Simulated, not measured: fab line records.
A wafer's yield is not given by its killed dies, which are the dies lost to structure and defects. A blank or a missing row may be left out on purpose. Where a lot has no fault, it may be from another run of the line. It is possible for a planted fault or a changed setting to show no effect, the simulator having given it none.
8D (eight disciplines) problem report, filled in by code | flow sfq_line | the parts of the form that need people (team, actions taken, sign-off) are left out

== 1. WHAT IS WRONG ==
Mean of rf_fwd_power_W at SFQ_TRILAYER_I1_DEP_PECVD_045: 152.3 W across 6 wafers in 2 lots; on wafers with no fault it is 182.1 W (standard deviation 0.63). That puts it -47 standard deviations away from the usual mean.
The step: deposits SiO2 from SiH4/N2O, time 111.11 s, target thk 500 nm.
Earliest sighting: wafer L939.3 on pecvd-04 at day 26 07:13. The record has a number at this step for 42 wafers belonging to 14 lots. Rule for "out" (also "out of limits"): further than 4 standard deviations from the usual mean. All remaining wafers that have a number are taken as sound.

== 2. WHAT THIS IS AND IS NOT ==
question                    | is                     | is not
which readings at this step | rf_fwd_power_W         | throttle_valve_pct
which lots                  | L939, L941             | L919, L920, L921, L922, L927, L929, L930, L931, L932, L938, L940, L942
which wafers of those lots  | all that have a number | -
read on which tools         | pecvd-04               | pecvd-01, pecvd-02
when                        | from day 26 07:13      | up to then (30 sound wafers); but 6 sound wafers of L940, L942 came after

== 3. SUSPECTS, AND WHAT RULES EACH OUT ==
Counting: a tool at any process step up to the reading remains a suspect when it ran all the lots that are out and ran no sound lot after the first of those.
- pecvd-04 at SFQ_TRILAYER_I1_DEP_PECVD_045 (deposits SiO2 from SiH4/N2O, time 111.11 s, target thk 500 nm): kept. It ran every lot that is out, first L939 (day 26 07:13), and no sound lot after that; its last sound lot up to then is L932 (day 23 19:25). Out on those wafers are its own readings of rf_fwd_power_W.
Remaining after the count: pecvd-04 at SFQ_TRILAYER_I1_DEP_PECVD_045.

== 4. THE CAUSE (what the simulator had put in) ==
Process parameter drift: pecvd-04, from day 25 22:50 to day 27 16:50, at SFQ_TRILAYER_I1_DEP_PECVD_045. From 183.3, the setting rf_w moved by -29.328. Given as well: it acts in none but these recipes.
After counting, this tool was the only one left.

== 5. SEQUENCE OF EFFECTS, ordered by route ==
Each row: a reading where the mean over the struck wafers with a number is more than 3 standard deviations away from the usual. Only readings whose record carries a usual standard deviation are examined. hours: median over the lots of the time between each lot's start at the first step of this table that gives one and its start at this step. sigmas: the change, counted in usual standard deviations.
hours | step                          | reading        | usual   | on struck wafers | change | sigmas
0     | SFQ_TRILAYER_I1_DEP_PECVD_045 | rf_fwd_power_W | 182.1 W | 152.3            | -29.8  | -47
Its process steps:
- SFQ_TRILAYER_I1_DEP_PECVD_045: deposits SiO2 from SiH4/N2O, time 111.11 s, target thk 500 nm.
Later steps that measure or inspect, where all struck wafers having a row at the step show a number for every such reading and not one has moved that far: SFQ_M2_OVL_MEAS_916, SFQ_M6_RS_MEAS_938, SFQ_I7_BOW_MEAS_946.

== 6. WHAT WOULD HAVE CAUGHT IT SOONER ==
8 hours passed between the start of the fault at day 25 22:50 and the first reading out of limits in this record, taken at day 26 07:13.
